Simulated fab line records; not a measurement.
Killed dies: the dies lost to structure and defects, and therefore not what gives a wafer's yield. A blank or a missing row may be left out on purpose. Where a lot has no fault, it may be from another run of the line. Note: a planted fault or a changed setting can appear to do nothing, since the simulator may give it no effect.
8D (eight disciplines) problem report, filled in by code    flow gf180mcu    the parts of the form that need people (team, actions taken, sign-off) are left out

== 1. PROBLEM STATEMENT ==
tiltDeg at GF_VT_IMPLANT_IMPLANT_30 reads a mean of 6.310 degrees on 6 wafers of 2 lots; wafers without a fault read 7.002 degrees with a standard deviation of 0.019. Relative to the usual mean, that is a shift of -36 standard deviations.
Earliest sighting: wafer L676.3 on implanter-03 at day 9 21:46. The record holds 42 wafers of 14 lots with a number at this step. By rule, "out" or "out of limits" means more than 4 standard deviations away from the usual mean. Any other wafer with a number is counted as sound.

== 2. WHAT IT IS, WHAT IT ISN'T ==
question                     is                      is not
which readings at this step  tiltDeg                 -
which lots                   L676, L677              L666, L667, L668, L671, L678, L679, L681, L682, L683, L686, L687, L688
which wafers of those lots   all that have a number  -
read on which tools          implanter-03            implanter-02, implanter-04
when                         from day 9 21:46        up to then (12 sound wafers); but 24 sound wafers of L678, L679, L681, L682, L683, L686, L687, L688 came after

== 3. SUSPECTS, AND WHAT RULES EACH OUT ==
Counting: a tool at any process step up to the reading remains a suspect when it ran all the lots that are out and ran no sound lot after the first of those.
- implanter-03 at GF_VT_IMPLANT_IMPLANT_30: ruled out as a lasting fault. After its first lot that is out, L676 (day 9 21:46), sound lots L687 ran on it.
Left after counting: nothing in the record.

== 4. THE CAUSE (what the simulator had put in) ==
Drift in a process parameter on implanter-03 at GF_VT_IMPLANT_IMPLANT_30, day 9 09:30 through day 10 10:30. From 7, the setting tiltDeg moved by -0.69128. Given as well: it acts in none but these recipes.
Counting ruled it out, wrongly.

== 5. SEQUENCE OF EFFECTS, ordered by route ==
Each row: a reading whose mean over the struck wafers that have a number lies more than 3 standard deviations from the usual. Only readings for which the record gives a usual standard deviation are gone through. hours: the time from each lot's start at the first step in this table that gives one to its start at this step, as a median over the lots. sigmas: the change in usual standard deviations.
hours  step                      reading  usual          on struck wafers  change  sigmas
0      GF_VT_IMPLANT_IMPLANT_30  tiltDeg  7.002 degrees  6.310             -0.692  -36
Process steps it contains:
- GF_VT_IMPLANT_IMPLANT_30
At these later measuring or inspecting steps, every struck wafer for which the step has a row has a number for every such reading, and none has moved that far: GF_POLY_GATE_THK_MEAS_01.

== 6. HOW IT WOULD HAVE BEEN CAUGHT EARLIER ==
The fault began at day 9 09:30; the first out-of-limits reading in this record came at day 9 21:46, 12 hours later.
